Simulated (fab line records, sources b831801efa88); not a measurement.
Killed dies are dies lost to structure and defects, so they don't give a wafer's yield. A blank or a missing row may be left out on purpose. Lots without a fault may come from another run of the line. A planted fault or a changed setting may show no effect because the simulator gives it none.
fab line records | flow sky130
record lots=5 wafers=15 last_day=51
route steps=708 shown LDD_HVP@278 LDD_LDN@289 SPACER@304 POLY_CUT@307 SD_P@320
lots that met no fault: from a run of the same line without faults
start_h: hours from the record's first day to the start of the lot's first wafer shown | wait_h: hours since the lot's step before | " the same as in the row above | L1.1+2: a row that stands for several wafers | - no value, or no start given | * or withheld: withheld | < > ~ a bound
route shown NAME@n: a module of which the file shows steps, and the number in the route of the first | usual: mean/standard deviation of fault-free wafers | same: alike in all rows | chamber/n: place in a boat | sites: the reading at each site | _std_site: their standard deviation | _edge_site: outer sites' mean less inner sites' | radius_mm: how far each site lies from the wafer's centre | mask NAME#n: copy n | behind: the tool/chamber that last shaped the wafer | hold: why the lot was held/for how many hours/how that ended | device: the transistor (n, p or np) that didn't switch | end of line: the same wafers' tests at the end of the route | a step without rows: its recipe alone | killed: dies lost to structure and defects at the first sort, not the wafer's yield | map: a wafer's dies, x killed, . not, _ none there
set.NAME: the setting as run; set.NAME@STEP: as run at that earlier step | model.NAME: the simulator's own value behind a step, which no gauge read
lots at some steps of the route; a table a step, a row a wafer
services: from which hour (start_h, from the record's first day; less than 0 if before it) a tool's chamber was out of use, for how many hours, and why
## steps
# step SKY_LDD_HVP_DEHYDRATE_00
# recipe temp_c=200 time_s=60
# columns lot.wafer tool chamber start_h wait_h
L082.3+4+5 litho_track-01 0 561.51 13.9
L087.1+5+6 litho_track-01 0 603.31 14.5
L091.1+3+6 litho_track-03 0 627.07 13.7
L096.3+4+5 litho_track-02 0 675.28 14.0
L097.1+4+6 litho_track-03 0 685.67 13.3
# step SKY_LDD_HVP_HMDS_01
# recipe prime_time_s=60 prime_temp_c=120
# columns lot.wafer tool chamber start_h wait_h
L082.3+4+5 litho_track-01 0 561.66 0.1
L087.1+5+6 litho_track-01 0 603.46 0.1
L091.1+3+6 litho_track-03 0 627.22 0.1
L096.3+4+5 litho_track-02 0 675.43 0.1
L097.1+4+6 litho_track-03 0 685.82 0.1
# step SKY_LDD_HVP_COAT_02
# recipe resist=NOVOLAK spin_rpm=3000 resist_thk_nm=300
# columns lot.wafer tool chamber start_h wait_h
L082.3+4+5 litho_track-01 0 561.81 0.1
L087.1+5+6 litho_track-01 0 603.61 0.1
L091.1+3+6 litho_track-03 0 627.37 0.1
L096.3+4+5 litho_track-02 0 675.58 0.1
L097.1+4+6 litho_track-03 0 685.97 0.1
# step SKY_LDD_HVP_SOFTBAKE_03
# recipe temp_c=90 time_s=60 resist=NOVOLAK
# columns lot.wafer tool chamber start_h wait_h
L082.3+4+5 litho_track-01 0 561.96 0.1
L087.1+5+6 litho_track-01 0 603.76 0.1
L091.1+3+6 litho_track-03 0 627.52 0.1
L096.3+4+5 litho_track-02 0 675.73 0.1
L097.1+4+6 litho_track-03 0 686.12 0.1
# step SKY_LDD_HVP_EXPOSE_04
# recipe mask_id=HVPTM na=0.6 source_shape=conventional sigma_outer=0.6 polarization=unpolarized target_cd_nm=700 dose_mj=86
# columns lot.wafer tool chamber start_h wait_h mask
L082.3+4+5 iline_stepper-02 0 - - HVPTM#0
L087.1+5+6 iline_stepper-02 0 - - HVPTM#0
L091.1+3+6 iline_stepper-01 0 - - HVPTM#0
L096.3+4+5 iline_stepper-02 0 - - HVPTM#0
L097.1+4+6 iline_stepper-01 0 - - HVPTM#0
# step SKY_LDD_HVP_PEB_05
# recipe temp_c=withheld time_s=* resist=NOVOLAK
# columns lot.wafer tool chamber start_h wait_h
L082.3+4+5 litho_track-01 0 - -
L087.1+5+6 litho_track-02 0 - -
L091.1+3+6 litho_track-01 0 - -
L096.3+4+5 litho_track-02 0 - -
L097.1+4+6 litho_track-03 0 - -
# step SKY_LDD_HVP_DEVELOP_06
# recipe resist=NOVOLAK developer=TMAH develop_time_s=60 dev_temp_c=23
# columns lot.wafer tool chamber start_h wait_h
L082.3+4+5 litho_track-01 0 576.71 0.1
L087.1+5+6 litho_track-02 0 618.03 0.1
L091.1+3+6 litho_track-01 0 642.31 0.1
L096.3+4+5 litho_track-02 0 689.53 0.1
L097.1+4+6 litho_track-03 0 700.87 0.1
# step SKY_LDD_HVP_OVL_MEAS_07
# usual LDD_HVP_OVL=1.0/1.5
# columns lot.wafer tool chamber start_h wait_h LDD_HVP_OVL[nm]
L082.3 overlay-01 - 576.82 0.1 0.3
L082.4 " - " " -0.8
L082.5 " - " " -1.8
L087.1 overlay-01 - 618.18 0.1 0.8
L087.5 " - " " 0.9
L087.6 " - " " 0.3
L091.1 overlay-02 - 642.46 0.1 2.0
L091.3 " - " " 1.1
L091.6 " - " " 2.3
L096.3 overlay-01 - 689.64 0.1 1.7
L096.4 " - " " -0.8
L096.5 " - " " -0.3
L097.1 overlay-02 - 701.02 0.1 2.2
L097.4 " - " " 2.8
L097.6 " - " " 2.1
# step SKY_LDD_HVP_IMPLANT_08
# recipe species=B energy_kev=20 dose_cm2=1.7e+13 tilt_deg=17.9
# columns lot.wafer tool chamber start_h wait_h
L082.3+4+5 implanter-03 0 576.89 0.1
L087.1+5+6 implanter-04 0 618.22 0.0
L091.1+3+6 implanter-04 0 642.49 0.0
L096.3+4+5 implanter-04 0 689.72 0.1
L097.1+4+6 implanter-03 0 701.05 0.0
# step SKY_LDD_HVP_STRIP_09
# recipe chemistry=O2/N2 power_w=1400 pressure_mtorr=1500 platen_temp_c=withheld o2_flow_sccm=3000 n2_flow_sccm=300 overash_fraction=0.5
# usual drypump_motor_current_A=5.7/0.39 oes_product_au=0.408/0.0045 strip_time_to_endpoint_s=4.134/0.016
# columns lot.wafer tool chamber start_h wait_h drypump_motor_current_A oes_product_au rf_hours_counter_h strip_time_to_endpoint_s
L082.3 plasma_asher-03 1 577.03 0.1 6.0 0.413 - 4.133
L082.4 " 0 " " 5.5 0.407 - 4.142
L082.5 " 0 " " 5.5 0.406 - 4.145
L087.1 plasma_asher-01 0 618.37 0.1 5.5 0.406 18 4.130
L087.5 " 1 " " 6.1 0.409 - 4.139
L087.6 " 0 " " 5.5 0.414 - 4.140
L091.1 plasma_asher-02 0 642.64 0.1 6.0 0.415 50 4.116
L091.3 " 1 " " 4.9 0.406 - 4.126
L091.6 " 1 " " 4.9 0.418 - 4.125
L096.3 plasma_asher-02 0 689.85 0.1 6.0 0.407 - 4.153
L096.4 " 1 " " 4.9 0.407 - 4.146
L096.5 " 1 " " 4.9 0.405 - 4.156
L097.1 plasma_asher-03 0 701.20 0.1 5.5 0.411 91 4.133
L097.4 " 1 " " 5.9 0.406 - 4.092
L097.6 " 1 " " 5.9 0.397 - 4.114
# step SKY_LDD_HVP_TW_MEAS_10
# usual LDD_HVP_TW=459.2/2.8
# columns lot.wafer tool chamber start_h wait_h LDD_HVP_TW
L082.3 film_metro-04 - 577.11 0.1 459.0
L082.4 " - " " 455.8
L082.5 " - " " 457.0
L087.1 film_metro-01 - 618.47 0.1 457.4
L087.5 " - " " 459.7
L087.6 " - " " 459.7
L091.1 film_metro-03 - 642.74 0.1 462.7
L091.3 " - " " 465.2
L091.6 " - " " 464.4
L096.3 film_metro-04 - 689.94 0.1 460.4
L096.4 " - " " 458.6
L096.5 " - " " 457.6
L097.1 film_metro-03 - 701.30 0.1 461.7
L097.4 " - " " 461.0
L097.6 " - " " 459.2
# step SKY_LDD_LDN_DEHYDRATE_00
# recipe temp_c=200 time_s=60
# columns lot.wafer tool chamber start_h wait_h
L082.3+4+5 litho_track-03 0 591.07 13.9
L087.1+5+6 litho_track-03 0 632.37 13.9
L091.1+3+6 litho_track-03 0 656.22 13.5
L096.3+4+5 litho_track-03 0 704.37 14.4
L097.1+4+6 litho_track-03 0 714.27 13.0
# step SKY_LDD_LDN_HMDS_01
# recipe prime_time_s=60 prime_temp_c=120
# columns lot.wafer tool chamber start_h wait_h
L082.3+4+5 litho_track-03 0 591.22 0.1
L087.1+5+6 litho_track-03 0 632.52 0.1
L091.1+3+6 litho_track-03 0 656.37 0.1
L096.3+4+5 litho_track-03 0 704.52 0.1
L097.1+4+6 litho_track-03 0 714.42 0.1
# step SKY_LDD_LDN_COAT_02
# recipe resist=NOVOLAK spin_rpm=3000 resist_thk_nm=1140
# columns lot.wafer tool chamber start_h wait_h
L082.3+4+5 litho_track-03 0 591.37 0.1
L087.1+5+6 litho_track-03 0 632.67 0.1
L091.1+3+6 litho_track-03 0 656.52 0.1
L096.3+4+5 litho_track-03 0 704.67 0.1
L097.1+4+6 litho_track-03 0 714.57 0.1
# step SKY_LDD_LDN_SOFTBAKE_03
# recipe temp_c=90 time_s=60 resist=NOVOLAK
# columns lot.wafer tool chamber start_h wait_h
L082.3+4+5 litho_track-03 0 591.52 0.1
L087.1+5+6 litho_track-03 0 632.82 0.1
L091.1+3+6 litho_track-03 0 656.67 0.1
L096.3+4+5 litho_track-03 0 704.82 0.1
L097.1+4+6 litho_track-03 0 714.72 0.1
# step SKY_LDD_LDN_EXPOSE_04
# recipe mask_id=LDNTM na=0.6 source_shape=conventional sigma_outer=0.6 polarization=unpolarized target_cd_nm=700 dose_mj=140
# columns lot.wafer tool chamber start_h wait_h mask
L082.3+4+5 iline_stepper-02 0 - - LDNTM#0
L087.1+5+6 iline_stepper-02 0 - - LDNTM#0
L091.1+3+6 iline_stepper-01 0 - - LDNTM#0
L096.3+4+5 iline_stepper-01 0 - - LDNTM#0
L097.1+4+6 iline_stepper-01 0 - - LDNTM#0
# step SKY_LDD_LDN_PEB_05
# recipe temp_c=withheld time_s=* resist=NOVOLAK
# columns lot.wafer tool chamber start_h wait_h
L082.3+4+5 litho_track-04 0 - -
L087.1+5+6 litho_track-04 0 - -
L091.1+3+6 litho_track-04 0 - -
L096.3+4+5 litho_track-01 0 - -
L097.1+4+6 litho_track-03 0 - -
# step SKY_LDD_LDN_DEVELOP_06
# recipe resist=NOVOLAK developer=TMAH develop_time_s=60 dev_temp_c=23
# columns lot.wafer tool chamber start_h wait_h
L082.3+4+5 litho_track-04 0 606.12 0.1
L087.1+5+6 litho_track-04 0 647.62 0.1
L091.1+3+6 litho_track-04 0 671.82 0.1
L096.3+4+5 litho_track-01 0 718.46 0.1
L097.1+4+6 litho_track-03 0 729.52 0.1
# step SKY_LDD_LDN_OVL_MEAS_07
# usual LDD_LDN_OVL=-1.5/1.5
# columns lot.wafer tool chamber start_h wait_h LDD_LDN_OVL[nm]
L082.3 overlay-01 - 606.23 0.1 -1.9
L082.4 " - " " -1.0
L082.5 " - " " -3.5
L087.1 overlay-01 - 647.77 0.1 -1.8
L087.5 " - " " -1.2
L087.6 " - " " -2.3
L091.1 overlay-01 - 671.97 0.1 -1.8
L091.3 " - " " -1.8
L091.6 " - " " -1.8
L096.3 overlay-02 - 718.57 0.1 -0.6
L096.4 " - " " -0.9
L096.5 " - " " -2.3
L097.1 overlay-01 - 729.67 0.1 -3.5
L097.4 " - " " -3.0
L097.6 " - " " -2.8
# step SKY_LDD_LDN_IMPLANT_08
# recipe species=As energy_kev=15 dose_cm2=1.25e+13 tilt_deg=withheld rotation_deg=23
# columns lot.wafer tool chamber start_h wait_h
L082.3+4+5 implanter-01 0 606.31 0.1
L087.1+5+6 implanter-02 0 647.81 0.0
L091.1+3+6 implanter-01 0 672.01 0.0
L096.3+4+5 implanter-01 0 718.64 0.1
L097.1+4+6 implanter-03 0 729.70 0.0
# step SKY_LDD_LDN_IMPLANT_09
# recipe species=As energy_kev=15 dose_cm2=1.25e+13 tilt_deg=withheld rotation_deg=113
# columns lot.wafer tool chamber start_h wait_h
L082.3+4+5 implanter-01 0 606.46 0.1
L087.1+5+6 implanter-02 0 647.96 0.1
L091.1+3+6 implanter-01 0 672.16 0.1
L096.3+4+5 implanter-01 0 718.79 0.1
L097.1+4+6 implanter-03 0 729.85 0.1
# step SKY_LDD_LDN_IMPLANT_10
# recipe species=As energy_kev=15 dose_cm2=1.25e+13 tilt_deg=withheld rotation_deg=203
# columns lot.wafer tool chamber start_h wait_h
L082.3+4+5 implanter-01 0 606.61 0.1
L087.1+5+6 implanter-02 0 648.11 0.1
L091.1+3+6 implanter-01 0 672.31 0.1
L096.3+4+5 implanter-01 0 718.94 0.1
L097.1+4+6 implanter-03 0 730.00 0.1
# step SKY_LDD_LDN_IMPLANT_11
# recipe species=As energy_kev=15 dose_cm2=1.25e+13 tilt_deg=withheld rotation_deg=293
# columns lot.wafer tool chamber start_h wait_h
L082.3+4+5 implanter-01 0 606.76 0.1
L087.1+5+6 implanter-02 0 648.26 0.1
L091.1+3+6 implanter-01 0 672.46 0.1
L096.3+4+5 implanter-01 0 719.09 0.1
L097.1+4+6 implanter-03 0 730.15 0.1
# step SKY_LDD_LDN_STRIP_12
# recipe chemistry=O2/N2 power_w=1400 pressure_mtorr=1500 platen_temp_c=withheld o2_flow_sccm=3000 n2_flow_sccm=300 overash_fraction=0.5
# usual drypump_motor_current_A=5.6/0.36 oes_product_au=0.716/0.0044 strip_time_to_endpoint_s=14.17/0.036
# columns lot.wafer tool chamber start_h wait_h drypump_motor_current_A oes_product_au rf_hours_counter_h strip_time_to_endpoint_s
L082.3 plasma_asher-04 1 606.89 0.1 5.3 0.712 - 14.18
L082.4 " 0 " " 5.6 0.715 - 14.21
L082.5 " 1 " " 5.3 0.711 - 14.18
L087.1 plasma_asher-03 0 648.41 0.1 5.5 0.715 86 14.13
L087.5 " 0 " " 5.5 0.716 - 14.11
L087.6 " 1 " " 6.0 0.721 - 14.13
L091.1 plasma_asher-03 0 672.61 0.1 5.5 0.714 88 14.14
L091.3 " 1 " " 6.0 0.718 - 14.18
L091.6 " 1 " " 6.0 0.717 - 14.16
L096.3 plasma_asher-03 0 719.22 0.1 5.4 0.710 - 14.20
L096.4 " 1 " " 6.0 0.713 - 14.15
L096.5 " 1 " " 6.0 0.706 - 14.17
L097.1 plasma_asher-04 0 730.30 0.1 5.7 0.714 99 14.13
L097.4 " 0 " " 5.6 0.718 - 14.20
L097.6 " 0 " " 5.6 0.720 - 14.14
# step SKY_LDD_LDN_TW_MEAS_13
# usual LDD_LDN_TW=1491/7.9
# columns lot.wafer tool chamber start_h wait_h LDD_LDN_TW
L082.3 film_metro-04 - 606.98 0.1 1488
L082.4 " - " " 1498
L082.5 " - " " 1490
L087.1 film_metro-04 - 648.51 0.1 1491
L087.5 " - " " 1482
L087.6 " - " " 1484
L091.1 film_metro-02 - 672.71 0.1 1487
L091.3 " - " " 1476
L091.6 " - " " 1483
L096.3 film_metro-02 - 719.31 0.1 1484
L096.4 " - " " 1482
L096.5 " - " " 1487
L097.1 film_metro-03 - 730.40 0.1 1510
L097.4 " - " " 1505
L097.6 " - " " 1500
# step SKY_LDD_LDN_CLEAN_14
# recipe chemistry=SC1/SC2 mix=1:4:20 temp_c=70 time_s=150 dry=n2_spin
# columns lot.wafer tool chamber start_h wait_h
L082.3+4+5 wet_bench-03 1 607.02 0.0
L087.1+5+6 wet_bench-03 1 648.57 0.1
L091.1+3+6 wet_bench-01 3 672.77 0.1
L096.3+4+5 wet_bench-03 0 719.35 0.0
L097.1+4+6 wet_bench-02 0 730.46 0.1
# step SKY_SPACER_CVD_00
# recipe material=Si3N4 precursor=DCS/NH3 target_thk_nm=43.1 temp_c=770 time_s=740 pressure_mtorr=250
# usual spike_tc_lower_C=769.1/1.7 zone_power_centre_pct=14.0/0.76 zone_power_lower_pct=13.2/1.8
# columns lot.wafer tool chamber start_h wait_h spike_tc_lower_C zone_power_centre_pct zone_power_lower_pct
L082.3 lpcvd-02 0 607.85 0.8 767.4 14.9 14.9
L082.4 " 0 " " 767.5 14.8 14.9
L082.5 " 0 " " 766.0 14.9 15.0
L087.1 lpcvd-02 1 648.62 0.0 770.0 13.6 11.1
L087.5 " 1 " " 771.0 13.2 11.4
L087.6 " 1 " " 770.3 13.2 11.3
L091.1 lpcvd-02 0 673.58 0.8 769.4 14.7 15.1
L091.3 " 0 " " 767.2 14.5 14.9
L091.6 " 0 " " 769.0 14.7 15.2
L096.3 lpcvd-02 0 719.46 0.1 766.3 14.7 15.0
L096.4 " 0 " " 770.0 14.7 15.0
L096.5 " 0 " " 768.1 14.7 15.3
L097.1 lpcvd-02 0 730.51 0.0 765.9 14.8 15.0
L097.4 " 0 " " 768.1 14.9 15.3
L097.6 " 0 " " 767.1 14.8 15.1
# step SKY_SPACER_THK_MEAS_01
# recipe reads=Si3N4_of_SPACER_CVD_00
# usual SPACER_CVD_00_THK=42.9/0.37
# columns lot.wafer tool chamber start_h wait_h SPACER_CVD_00_THK[nm]
L082.3 film_metro-01 - 609.68 0.0 43.1
L082.4 " - " " 43.3
L082.5 " - " " 43.3
L087.1 film_metro-04 - 649.82 0.0 42.3
L087.5 " - " " 42.7
L087.6 " - " " 42.8
L091.1 film_metro-04 - 674.79 0.0 42.4
L091.3 " - " " 42.7
L091.6 " - " " 43.0
L096.3 film_metro-04 - 720.69 0.0 43.2
L096.4 " - " " 43.0
L096.5 " - " " 43.2
L097.1 film_metro-02 - 731.72 0.0 42.7
L097.4 " - " " 43.1
L097.6 " - " " 43.2
# step SKY_SPACER_ETCHBACK_02
# recipe chemistry=CH3F/O2 target=Si3N4 stop_on=SiO2 source_w=400 bias_w=80 pressure_mtorr=25 ch3f_flow_sccm=40 O2_flow_sccm=30 time_s=46.7 target_depth_a=450
# usual bias_w=79.99/0.22 drypump_motor_current_A=5.9/0.53 oes_product_au=0.853/0.0061 throttle_valve_pct=10.563/0.0095
# columns lot.wafer tool chamber start_h wait_h bias_w drypump_motor_current_A oes_product_au rf_hours_counter_h throttle_valve_pct
L082.3 rie_diel-03 1 609.72 0.0 79.84 6.5 0.858 3 10.579
L082.4 " 2 " " 79.75 6.7 0.858 15 10.571
L082.5 " 2 " " 79.78 6.7 0.856 - 10.555
L087.1 rie_diel-01 2 649.88 0.1 80.11 5.7 0.843 2 10.581
L087.5 " 2 " " 80.01 5.7 0.839 - 10.574
L087.6 " 1 " " 80.07 5.7 0.844 - 10.578
L091.1 rie_diel-04 2 674.85 0.1 80.00 6.2 0.842 45 10.544
L091.3 " 1 " " 79.96 6.2 0.852 6 10.579
L091.6 " 0 " " 79.77 5.9 0.855 - 10.572
L096.3 rie_diel-03 2 720.73 0.0 79.93 6.7 0.854 18 10.555
L096.4 " 0 " " 80.07 5.3 0.850 11 10.555
L096.5 " 3 " " 80.16 5.2 0.855 - 10.551
L097.1 rie_diel-01 3 731.78 0.1 80.18 5.4 0.848 9 10.562
L097.4 " 2 " " 80.09 5.7 0.859 4 10.561
L097.6 " 1 " " 79.66 5.7 0.852 - 10.556
# step SKY_POLY_CUT_DEHYDRATE_00
# recipe temp_c=200 time_s=60
# columns lot.wafer tool chamber start_h wait_h
L082.3+4+5 litho_track-02 0 623.23 13.5
L087.1+5+6 litho_track-02 0 663.38 13.5
L091.1+3+6 litho_track-04 0 687.77 12.9
L096.3+4+5 litho_track-03 0 735.17 14.4
L097.1+4+6 litho_track-03 0 744.72 12.9
# step SKY_POLY_CUT_HMDS_01
# recipe prime_time_s=60 prime_temp_c=120
# columns lot.wafer tool chamber start_h wait_h
L082.3+4+5 litho_track-02 0 623.38 0.1
L087.1+5+6 litho_track-02 0 663.53 0.1
L091.1+3+6 litho_track-04 0 687.92 0.1
L096.3+4+5 litho_track-03 0 735.32 0.1
L097.1+4+6 litho_track-03 0 744.87 0.1
# step SKY_POLY_CUT_COAT_02
# recipe resist=BARC temp_c=withheld time_s=withheld spin_rpm=3000 resist_thk_nm=60
# columns lot.wafer tool chamber start_h wait_h
L082.3+4+5 litho_track-02 0 623.53 0.1
L087.1+5+6 litho_track-02 0 663.68 0.1
L091.1+3+6 litho_track-04 0 688.07 0.1
L096.3+4+5 litho_track-03 0 735.47 0.1
L097.1+4+6 litho_track-03 0 745.02 0.1
# step SKY_POLY_CUT_COAT_03
# recipe resist=KrF-thick spin_rpm=3000 resist_thk_nm=450
# columns lot.wafer tool chamber start_h wait_h
L082.3+4+5 litho_track-02 0 - -
L087.1+5+6 litho_track-02 0 - -
L091.1+3+6 litho_track-04 0 - -
L096.3+4+5 litho_track-03 0 - -
L097.1+4+6 litho_track-03 0 - -
# step SKY_POLY_CUT_SOFTBAKE_04
# recipe temp_c=100 time_s=90 resist=KrF-thick
# columns lot.wafer tool chamber start_h wait_h
L082.3+4+5 litho_track-02 0 - -
L087.1+5+6 litho_track-02 0 - -
L091.1+3+6 litho_track-04 0 - -
L096.3+4+5 litho_track-03 0 - -
L097.1+4+6 litho_track-03 0 - -
# step SKY_POLY_CUT_EXPOSE_05
# recipe mask_id=NPCM na=0.8 source_shape=annular sigma_inner=0.55 sigma_outer=0.85 target_cd_nm=270 dose_mj=32
# columns lot.wafer tool chamber start_h wait_h mask
L082.3+4+5 krf_scanner-02 0 - - NPCM#0
L087.1+5+6 krf_scanner-01 0 - - NPCM#0
L091.1+3+6 krf_scanner-01 0 - - NPCM#0
L096.3+4+5 krf_scanner-02 0 - - NPCM#0
L097.1+4+6 krf_scanner-01 0 - - NPCM#0
# step SKY_POLY_CUT_PEB_06
# recipe peb_temp_c=withheld peb_time_s=withheld resist=KrF-thick
# columns lot.wafer tool chamber start_h wait_h
L082.3+4+5 litho_track-03 0 - -
L087.1+5+6 litho_track-03 0 - -
L091.1+3+6 litho_track-03 0 - -
L096.3+4+5 litho_track-02 0 - -
L097.1+4+6 litho_track-03 0 - -
# step SKY_POLY_CUT_DEVELOP_07
# recipe develop_time_s=60 resist=KrF-thick dev_temp_c=21
# columns lot.wafer tool chamber start_h wait_h
L082.3+4+5 litho_track-03 0 - -
L087.1+5+6 litho_track-03 0 - -
L091.1+3+6 litho_track-03 0 - -
L096.3+4+5 litho_track-02 0 - -
L097.1+4+6 litho_track-03 0 - -
# step SKY_POLY_CUT_CD_MEAS_08
# recipe target_cd_nm=270
# usual cd_nm=269.6/1.5
# columns lot.wafer tool chamber start_h wait_h cd_nm
L082.3 cd_sem-02 - 639.06 - 271.2
L082.4 " - " " 270.8
L082.5 " - " " 269.5
L087.1 cd_sem-01 - 678.52 - 268.2
L087.5 " - " " 267.4
L087.6 " - " " 269.7
L091.1 cd_sem-01 - 703.07 - 270.3
L091.3 " - " " 270.0
L091.6 " - " " 269.9
L096.3 cd_sem-01 - 748.87 - 268.2
L096.4 " - " " 268.2
L096.5 " - " " 269.1
L097.1 cd_sem-02 - 759.87 - 268.9
L097.4 " - " " 269.6
L097.6 " - " " 268.7
# step SKY_POLY_CUT_OVL_MEAS_09
# usual POLY_CUT_OVL=-3/5.7
# columns lot.wafer tool chamber start_h wait_h POLY_CUT_OVL[nm]
L082.3 overlay-01 - 639.15 0.1 -8
L082.4 " - " " -10
L082.5 " - " " -9
L087.1 overlay-01 - 678.64 0.1 -3
L087.5 " - " " 0
L087.6 " - " " 0
L091.1 overlay-02 - 703.19 0.1 -4
L091.3 " - " " -3
L091.6 " - " " -2
L096.3 overlay-01 - 748.96 0.1 -4
L096.4 " - " " 5
L096.5 " - " " -6
L097.1 overlay-02 - 759.99 0.1 -10
L097.4 " - " " -12
L097.6 " - " " -9
# step SKY_POLY_CUT_ETCH_10
# recipe chemistry=N2/H2 target=BARC ion_energy_ev=200 source_w=500 bias_w=100 pressure_mtorr=30 n2_flow_sccm=100 h2_flow_sccm=200 stop_on=SiO2 time_s=45.9 target_depth_a=600
# usual bias_w=99.95/0.27 drypump_motor_current_A=5.9/0.44 h2_flow_sccm=199.9/0.58 oes_product_au=0.854/0.0051 throttle_valve_pct=13.224/0.0086
# columns lot.wafer tool chamber start_h wait_h bias_w drypump_motor_current_A h2_flow_sccm oes_product_au rf_hours_counter_h throttle_valve_pct
L082.3 rie_diel-01 1 639.17 0.0 99.59 5.7 199.9 0.853 6 13.232
L082.4 " 2 " " 99.98 5.7 200.1 0.853 1 13.229
L082.5 " 2 " " 99.81 5.7 200.5 0.848 - 13.225
L087.1 rie_diel-01 2 678.67 0.0 100.43 5.7 198.9 0.858 2 13.215
L087.5 " 3 " " 100.11 5.4 199.7 0.850 - 13.222
L087.6 " 2 " " 99.94 5.7 200.0 0.845 - 13.213
L091.1 rie_diel-01 2 703.22 0.0 99.60 5.7 199.8 0.856 3 13.227
L091.3 " 0 " " 100.11 6.4 200.1 0.859 11 13.217
L091.6 " 3 " " 99.36 5.4 200.2 0.869 - 13.225
L096.3 rie_diel-01 3 748.99 0.0 99.92 5.4 199.8 0.861 10 13.219
L096.4 " 1 " " 99.60 5.7 200.8 0.855 9 13.226
L096.5 " 0 " " 100.00 6.4 199.8 0.860 - 13.231
L097.1 rie_diel-04 1 760.02 0.0 99.71 6.2 199.8 0.848 7 13.216
L097.4 " 3 " " 99.70 6.3 199.0 0.853 7 13.229
L097.6 " 2 " " 99.96 6.2 200.1 0.855 - 13.225
# step SKY_POLY_CUT_ETCH_11
# recipe target=Si3N4 chemistry=CF4/CH2F2/Ar stop_on=poly-Si source_w=600 bias_w=150 pressure_mtorr=40 cf4_flow_sccm=40 ch2f2_flow_sccm=20 Ar_flow_sccm=150 time_s=42.5 target_depth_a=600
# usual bias_w=150.0/0.41 drypump_motor_current_A=5.9/0.44 oes_product_au=0.828/0.006 throttle_valve_pct=14.996/0.0097
# columns lot.wafer tool chamber start_h wait_h bias_w drypump_motor_current_A oes_product_au rf_hours_counter_h throttle_valve_pct
L082.3 rie_diel-01 1 639.21 0.0 149.9 5.7 0.828 6 14.989
L082.4 " 2 " " 149.8 5.7 0.834 1 15.003
L082.5 " 2 " " 150.1 5.7 0.826 - 15.003
L087.1 rie_diel-01 2 678.71 0.0 150.7 5.7 0.834 3 14.989
L087.5 " 3 " " 150.3 5.4 0.820 - 14.982
L087.6 " 2 " " 149.9 5.7 0.833 - 14.989
L091.1 rie_diel-01 2 703.26 0.0 149.9 5.7 0.830 3 14.994
L091.3 " 0 " " 149.3 6.4 0.831 11 15.002
L091.6 " 3 " " 150.7 5.4 0.825 - 14.999
L096.3 rie_diel-01 3 749.03 0.0 150.4 5.4 0.817 10 14.988
L096.4 " 1 " " 149.8 5.7 0.829 9 15.003
L096.5 " 0 " " 149.9 6.4 0.827 - 14.998
L097.1 rie_diel-04 1 760.06 0.0 149.9 6.2 0.835 7 14.989
L097.4 " 3 " " 150.1 6.3 0.831 7 15.003
L097.6 " 2 " " 149.3 6.3 0.832 - 15.002
# step SKY_POLY_CUT_STRIP_12
# recipe chemistry=O2/N2 power_w=1400 pressure_mtorr=1500 platen_temp_c=withheld o2_flow_sccm=3000 n2_flow_sccm=300 overash_fraction=0.5
# usual drypump_motor_current_A=5.6/0.41 oes_product_au=0.452/0.0042 strip_time_to_endpoint_s=5.349/0.016
# columns lot.wafer tool chamber start_h wait_h drypump_motor_current_A oes_product_au rf_hours_counter_h strip_time_to_endpoint_s
L082.3 plasma_asher-01 0 639.29 0.1 5.5 0.458 - 5.341
L082.4 " 1 " " 6.1 0.455 - 5.345
L082.5 " 1 " " 6.1 0.458 - 5.341
L087.1 plasma_asher-04 1 678.75 0.0 5.3 0.451 94 5.343
L087.5 " 1 " " 5.3 0.451 - 5.333
L087.6 " 0 " " 5.7 0.447 - 5.371
L091.1 plasma_asher-04 1 703.31 0.0 5.3 0.455 97 5.320
L091.3 " 1 " " 5.3 0.454 - 5.343
L091.6 " 1 " " 5.3 0.457 - 5.312
L096.3 plasma_asher-01 1 749.10 0.1 6.1 0.448 - 5.348
L096.4 " 0 " " 5.5 0.457 - 5.353
L096.5 " 0 " " 5.5 0.454 - 5.357
L097.1 plasma_asher-01 1 760.11 0.0 6.1 0.452 32 5.311
L097.4 " 0 " " 5.5 0.454 - 5.352
L097.6 " 1 " " 6.1 0.442 - 5.327
# step SKY_SD_P_DEHYDRATE_00
# recipe temp_c=200 time_s=60
# columns lot.wafer tool chamber start_h wait_h
L082.3+4+5 litho_track-02 0 652.78 13.5
L087.1+5+6 litho_track-04 0 692.42 13.6
L091.1+3+6 litho_track-04 0 716.17 12.8
L096.3+4+5 litho_track-02 0 762.88 13.7
L097.1+4+6 litho_track-02 0 772.73 12.6
# step SKY_SD_P_HMDS_01
# recipe prime_time_s=60 prime_temp_c=120
# columns lot.wafer tool chamber start_h wait_h
L082.3+4+5 litho_track-02 0 652.93 0.1
L087.1+5+6 litho_track-04 0 692.57 0.1
L091.1+3+6 litho_track-04 0 716.32 0.1
L096.3+4+5 litho_track-02 0 763.03 0.1
L097.1+4+6 litho_track-02 0 772.88 0.1
# step SKY_SD_P_COAT_02
# recipe resist=NOVOLAK spin_rpm=3000 resist_thk_nm=1140
# columns lot.wafer tool chamber start_h wait_h
L082.3+4+5 litho_track-02 0 653.08 0.1
L087.1+5+6 litho_track-04 0 692.72 0.1
L091.1+3+6 litho_track-04 0 716.47 0.1
L096.3+4+5 litho_track-02 0 763.18 0.1
L097.1+4+6 litho_track-02 0 773.03 0.1
# step SKY_SD_P_SOFTBAKE_03
# recipe temp_c=90 time_s=60 resist=NOVOLAK
# columns lot.wafer tool chamber start_h wait_h
L082.3+4+5 litho_track-02 0 653.23 0.1
L087.1+5+6 litho_track-04 0 692.87 0.1
L091.1+3+6 litho_track-04 0 716.62 0.1
L096.3+4+5 litho_track-02 0 763.33 0.1
L097.1+4+6 litho_track-02 0 773.18 0.1
## services
# columns tool chamber start_h hours kind
implanter-03 - 539.98 0.7 repair
krf_scanner-01 - 542.33 4.4 pm
iline_stepper-01 - 546.72 1.1 repair
implanter-01 - 557.15 2.9 repair
iline_stepper-01 - 558.19 1.7 pm
plasma_asher-04 - 563.32 2.1 repair
implanter-04 - 566.10 7.1 pm
iline_stepper-02 - 578.01 2.5 repair
krf_scanner-01 - 579.23 1.3 pm
krf_scanner-01 - 580.53 0.8 pm
implanter-01 - 610.55 8.4 pm
rie_diel-01 - 640.30 2.6 repair
implanter-01 - 642.37 8.2 pm
rie_diel-01 0 651.38 11.2 repair
implanter-01 - 664.07 2.5 repair
implanter-01 - 688.36 2.8 repair
implanter-01 - 694.66 19.3 repair
iline_stepper-02 - 718.87 19.8 repair
plasma_asher-04 - 733.75 9.0 pm
plasma_asher-01 - 737.01 1.2 repair
iline_stepper-02 - 740.06 1.7 pm
lpcvd-02 - 742.08 1.2 repair
implanter-01 - 750.42 2.9 repair
plasma_asher-04 - 760.60 1.2 repair
## key
fault none
